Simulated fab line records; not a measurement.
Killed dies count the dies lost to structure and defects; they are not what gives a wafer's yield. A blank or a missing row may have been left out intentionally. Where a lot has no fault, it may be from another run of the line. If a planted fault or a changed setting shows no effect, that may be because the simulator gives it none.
Chamber matching || flow sky130 || SKY_VIA4_CMP_21 on cmp-02: 4 sister chambers
The step polishes, stops on SiO2, t overpolish 25 s, target thk 0 nm. 20 wafers are shown with their chamber, then 10 later ones without.

== WAFERS, EACH WITH ITS CHAMBER ==
{"wafer": "L074.2", "chamber": 0, "motor-current-A (A)": 12.6, "time-to-endpoint-s (s)": 117, "overpolish-run-s (s)": 25.009}
{"wafer": "L074.3", "chamber": 1, "motor-current-A (A)": 12.1, "time-to-endpoint-s (s)": 118, "overpolish-run-s (s)": 24.985}
{"wafer": "L074.6", "chamber": 2, "motor-current-A (A)": 9.9, "time-to-endpoint-s (s)": 116, "overpolish-run-s (s)": 25.005}
{"wafer": "L078.3", "chamber": 3, "motor-current-A (A)": 9.9, "time-to-endpoint-s (s)": 120, "overpolish-run-s (s)": 24.993}
{"wafer": "L078.4", "chamber": 1, "motor-current-A (A)": 11.8, "time-to-endpoint-s (s)": 124, "overpolish-run-s (s)": 25.025}
{"wafer": "L078.6", "chamber": 3, "motor-current-A (A)": 10.1, "time-to-endpoint-s (s)": 119, "overpolish-run-s (s)": 24.982}
{"wafer": "L082.1", "chamber": 1, "motor-current-A (A)": 12.3, "time-to-endpoint-s (s)": 117, "overpolish-run-s (s)": 24.996}
{"wafer": "L082.2", "chamber": 0, "motor-current-A (A)": 12.2, "time-to-endpoint-s (s)": 118, "overpolish-run-s (s)": 25.004}
{"wafer": "L082.3", "chamber": 2, "motor-current-A (A)": 10.3, "time-to-endpoint-s (s)": 116, "overpolish-run-s (s)": 25.008}
{"wafer": "L085.3", "chamber": 3, "motor-current-A (A)": 9.8, "time-to-endpoint-s (s)": 116, "overpolish-run-s (s)": 25.009}
{"wafer": "L085.4", "chamber": 1, "motor-current-A (A)": 12.0, "time-to-endpoint-s (s)": 117, "overpolish-run-s (s)": 24.995}
{"wafer": "L085.5", "chamber": 2, "motor-current-A (A)": 9.7, "time-to-endpoint-s (s)": 118, "overpolish-run-s (s)": 25.019}
{"wafer": "L087.2", "chamber": 0, "motor-current-A (A)": 12.9, "time-to-endpoint-s (s)": 120, "overpolish-run-s (s)": 25.002}
{"wafer": "L087.4", "chamber": 1, "motor-current-A (A)": 11.8, "time-to-endpoint-s (s)": 121, "overpolish-run-s (s)": 25.003}
{"wafer": "L087.6", "chamber": 2, "motor-current-A (A)": 10.7, "time-to-endpoint-s (s)": 120, "overpolish-run-s (s)": 24.994}
{"wafer": "L090.1", "chamber": 1, "motor-current-A (A)": 12.0, "time-to-endpoint-s (s)": 118, "overpolish-run-s (s)": 25.007}
{"wafer": "L090.3", "chamber": 0, "motor-current-A (A)": 12.1, "time-to-endpoint-s (s)": 115, "overpolish-run-s (s)": 24.998}
{"wafer": "L090.5", "chamber": 0, "motor-current-A (A)": 11.8, "time-to-endpoint-s (s)": 112, "overpolish-run-s (s)": 24.995}
{"wafer": "L092.2", "chamber": 3, "motor-current-A (A)": 9.9, "time-to-endpoint-s (s)": 116, "overpolish-run-s (s)": 25.001}
{"wafer": "L092.3", "chamber": 2, "motor-current-A (A)": 10.4, "time-to-endpoint-s (s)": 117, "overpolish-run-s (s)": 25.001}

SIGNATURES (means of the wafers above)
{"reading": "motor-current-A", "chamber 0": 12.320, "chamber 1": 12.000, "chamber 2": 10.200, "chamber 3": 9.925, "scatter within a chamber": 0.318}
{"reading": "time-to-endpoint-s", "chamber 0": 116.40, "chamber 1": 119.17, "chamber 2": 117.40, "chamber 3": 117.75, "scatter within a chamber": 2.5}
{"reading": "overpolish-run-s", "chamber 0": 25.00160, "chamber 1": 25.00183, "chamber 2": 25.00540, "chamber 3": 24.99625, "scatter within a chamber": 0.0106}
Rule: for a wafer and a chamber, the distance is found by dividing, reading by reading, the gap between the wafer's reading and the chamber's mean by the reading's scatter, squaring, summing and taking the root. If the next closest chamber is less than 2 further off than the closest, the wafer can't be placed; otherwise it belongs to the closest. How the scatter is found: for the shown wafers, subtract from each reading the mean of its chamber, square and add these, divide the total by (wafers less chambers), then take the root.

== WAFERS WITHOUT THEIR CHAMBER ==
{"wafer": "L092.5", "motor-current-A (A)": 12.8, "time-to-endpoint-s (s)": 118, "overpolish-run-s (s)": 25.005}
{"wafer": "L094.3", "motor-current-A (A)": 13.2, "time-to-endpoint-s (s)": 117, "overpolish-run-s (s)": 25.009}
{"wafer": "L094.4", "motor-current-A (A)": 10.2, "time-to-endpoint-s (s)": 120, "overpolish-run-s (s)": 24.996}
{"wafer": "L094.6", "motor-current-A (A)": 10.4, "time-to-endpoint-s (s)": 120, "overpolish-run-s (s)": 25.007}
{"wafer": "L096.2", "motor-current-A (A)": 9.9, "time-to-endpoint-s (s)": 118, "overpolish-run-s (s)": 25.009}
{"wafer": "L096.3", "motor-current-A (A)": 12.5, "time-to-endpoint-s (s)": 113, "overpolish-run-s (s)": 24.988}
{"wafer": "L096.5", "motor-current-A (A)": 11.9, "time-to-endpoint-s (s)": 115, "overpolish-run-s (s)": 24.996}
{"wafer": "L097.2", "motor-current-A (A)": 12.5, "time-to-endpoint-s (s)": 113, "overpolish-run-s (s)": 24.990}
{"wafer": "L097.3", "motor-current-A (A)": 10.3, "time-to-endpoint-s (s)": 110, "overpolish-run-s (s)": 24.998}
{"wafer": "L097.4", "motor-current-A (A)": 11.6, "time-to-endpoint-s (s)": 114, "overpolish-run-s (s)": 24.994}

== THE CHAMBER EACH PASSED THROUGH ==
{"wafer": "L092.5", "from the rows above": "can't be placed: 0 or 1", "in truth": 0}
{"wafer": "L094.3", "from the rows above": "can't be placed: 0 or 1", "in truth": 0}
{"wafer": "L094.4", "from the rows above": "can't be placed: 3 or 2", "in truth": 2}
{"wafer": "L094.6", "from the rows above": "can't be placed: 2 or 3", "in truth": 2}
{"wafer": "L096.2", "from the rows above": "can't be placed: 2 or 3", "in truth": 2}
{"wafer": "L096.3", "from the rows above": "can't be placed: 0 or 1", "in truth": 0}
{"wafer": "L096.5", "from the rows above": "can't be placed: 0 or 1", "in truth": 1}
{"wafer": "L097.2", "from the rows above": "can't be placed: 0 or 1", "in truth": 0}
{"wafer": "L097.3", "from the rows above": "can't be placed: 2 or 3", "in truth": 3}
{"wafer": "L097.4", "from the rows above": "can't be placed: 1 or 0", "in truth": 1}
Correct placement for 0 of the 10. Unplaceable from these rows: 10, with the true chamber sitting among the candidates in 10. 0 placed wrongly.
